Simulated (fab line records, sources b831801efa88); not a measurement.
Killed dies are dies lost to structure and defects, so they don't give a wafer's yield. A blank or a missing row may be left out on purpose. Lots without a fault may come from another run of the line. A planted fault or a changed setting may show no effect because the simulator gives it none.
Which tool did it? | flow sfq_line | 6 lots, 18 wafers sampled, at 2 steps of a route of 325

WHAT THE GAUGES READ, wafer by wafer
SFQ_I1_BOW_MEAS_912.
lot  | measured     | on            | I1_BOW (um)
L710 | day 18 03:43 | film_metro-02 | 4 -2 3
L712 | day 26 15:06 | film_metro-02 | 9 14 10
L714 | day 26 20:58 | film_metro-02 | -2 1 -5
L716 | day 27 08:55 | film_metro-04 | 2 -7 -4
L718 | day 28 00:35 | film_metro-04 | 19 -3 -1
L726 | day 31 09:18 | film_metro-01 | -1 -9 -1 - - -

WHICH TOOL RAN EACH LOT (tool, then ch and the chambers of the sampled wafers, then the start)
lot  | SFQ_TRILAYER_I1_CMP_CMP_046
L710 | cmp-01 ch 0,2,3, day 18 00:43
L712 | cmp-02 ch 0,2,3, day 26 12:06
L714 | cmp-01 ch 0,2,3, day 26 17:55
L716 | cmp-01 ch 0,1, day 27 05:55
L718 | cmp-01 ch 1,2,3, day 27 21:35
L726 | cmp-02 ch 1,2,3, day 31 06:48
- SFQ_TRILAYER_I1_CMP_CMP_046: polishes SiO2.

THE ANSWER, worked out from the rows above alone
Rule: what is usual is taken from the lots themselves. Put in order of their means at a reading, lots are off if they are a third of the lots or fewer, leave a main group of 4 or more, and stand apart from it by a gap of 3 or more times the standard deviation of the main group's means; of several such gaps the widest counts. A main group whose means are all the same, to the digits that the tables above print for the reading, isn't used. A lot without any number at a reading at which 4 lots or more have one is off too. The other lots that the step has rows for count as sound.
No lot is off at any reading shown: from this, nothing can be told.

WHAT THE SIMULATOR HAD PUT IN
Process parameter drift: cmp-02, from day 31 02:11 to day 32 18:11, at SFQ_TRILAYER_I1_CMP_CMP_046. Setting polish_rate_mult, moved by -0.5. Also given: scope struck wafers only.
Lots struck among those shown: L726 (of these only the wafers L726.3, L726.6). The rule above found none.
